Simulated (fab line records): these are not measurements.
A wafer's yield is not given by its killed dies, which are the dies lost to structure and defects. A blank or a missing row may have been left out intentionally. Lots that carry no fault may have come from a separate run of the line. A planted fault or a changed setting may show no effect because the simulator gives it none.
Comparing a struck lot with a sound one -- flow sky130 -- 15 out of 708 route steps
Sound: the wafers L323.1, L323.2, L323.3. Struck: wafer L328.4 (left out: L328.6, a lot-mate that was not struck); the cause follows at the end.
At each step with rows: each side's tool, then ch and its chambers, then its first start. Under that, the readings that differ: sound wafers -- struck wafers -- difference of the means -- sigmas: that difference in standard deviations of wafers without a fault.
alike: readings whose means differ by less than 2 such deviations, and words and numbers that are the same on both sides. not compared: withheld readings, readings that some wafer has no value for, bounds like >300 that may hide the same value, and numbers for which the record gives no deviation and whose values overlap.
A row with sigmas, a row that says differs or no value, or rows on one side alone: a step with any of these is where the two part. Non-overlapping numbers with no deviation appear without sigmas and do not part them. A reading that every wafer of one side lacks parts them only if that side has two wafers or more.

first, 3 steps without rows for these wafers: SKY_VIA2_STRIP_17 (strips in post etch residue remover, time 1200 s); SKY_VIA2_CLEAN_18 (cleans in IPA, time 180 s); SKY_VIA2_CLEAN_19 (cleans in O3/DIW).
SKY_VIA2_SPUTTER_20: material TiN, target thk 20 nm, time 80 s.
  sound on pvd-sputter-03, day 37 11:32; struck on pvd-sputter-03, day 38 23:29
  alike: throttle-valve-pct
SKY_VIA2_CVD_21: deposits W, target thk 420 nm, time 126.4 s.
  sound on cvd-w-02 ch 0,1, day 37 11:35; struck on cvd-w-01 ch 0, day 38 23:35
  alike: chamber-pressure-Torr, heater-power-w
SKY_VIA2_RS_MEAS_22: a four-point-probe measurement.
  sound on film-metro-03, day 37 11:43; struck on film-metro-01, day 38 23:44
  alike: VIA2_W_RS
SKY_VIA2_THK_MEAS_23: measures by xrf.
  sound on film-metro-03, day 37 11:50; struck on film-metro-01, day 38 23:49
  alike: VIA2_W_THK
then, 3 steps without rows for these wafers: SKY_VIA2_CMP_24 (polishes, stops on SiO2, t overpolish 20 s, target thk 0 nm); SKY_METAL3_SPUTTER_00 (material Ti, target thk 15 nm, time 10 s); SKY_METAL3_SPUTTER_01 (material TiN, target thk 20 nm, time 16.7 s).
SKY_METAL3_SPUTTER_02: material AlCu, target thk 735 nm, time 39.1 s.
  sound on pvd-sputter-02, day 37 12:15; struck on pvd-sputter-02, day 39 00:12
  alike: throttle-valve-pct
SKY_METAL3_SPUTTER_03: material Ti, target thk 5 nm, time 3.3 s.
  sound on pvd-sputter-02, day 37 12:17; struck on pvd-sputter-02, day 39 00:14
  alike: throttle-valve-pct
SKY_METAL3_SPUTTER_04: material TiN, target thk 70 nm, time 58.3 s.
  sound on pvd-sputter-02, day 37 12:18; struck on pvd-sputter-02, day 39 00:15
reading,sound,struck,difference,sigmas
model.TiN_of_METAL3_SPUTTER_04.thk-nm (nm),71.36 71.31 70.9,93.68,+22.49,
  alike: throttle-valve-pct
SKY_CAPM_CVD_00: deposits SiO2, target thk 15.5 nm.
  sound on pecvd-02 ch 0,1,2, day 37 12:21; struck on pecvd-01 ch 2, day 39 00:19
  alike: heater-power-w
-- the record jumps here: 9 days lie between the struck wafers' starts before and after (it left off in module CAPM and takes up again in module PAD_OPEN, whose first step shown is number 708 of the route) --
SKY_PAD_OPEN_PROBE_99:
  sound on prober-01, day 46 16:14; struck on prober-02, day 47 19:53
reading,sound,struck,difference,sigmas
defect-limited-yield (%),83.5 79.7 81.3,85.6,+4.1,+2
killed_at_M0_to_M3,40 48 48,31,-14,-2
killed-at-contacts,28 39 34,22,-12,-2
killed-dies,81 100 92,71,-20,-2
killed-open,42 62 51,30,-22,-3
sort_bin_5_function (%),8.9 12.8 11.6,7.9,-3.2,-2
sort-n-pass,411 392 400,421,+20,+2
sort-yield-pct (%),83.5 79.7 81.3,85.6,+4.1,+2
model.etest.via3-chain.rc-ohm,9.73 9.558 10.12,10.3,+0.5,
  alike: killed_at_M4_up, killed-at-front-end, killed-at-other, killed-short, sort_bin_3_pad_short, sort_bin_6_memory

## WHERE THEY PART
Only at SKY_PAD_OPEN_PROBE_99, within this record.

WHY: whatever the simulator had introduced
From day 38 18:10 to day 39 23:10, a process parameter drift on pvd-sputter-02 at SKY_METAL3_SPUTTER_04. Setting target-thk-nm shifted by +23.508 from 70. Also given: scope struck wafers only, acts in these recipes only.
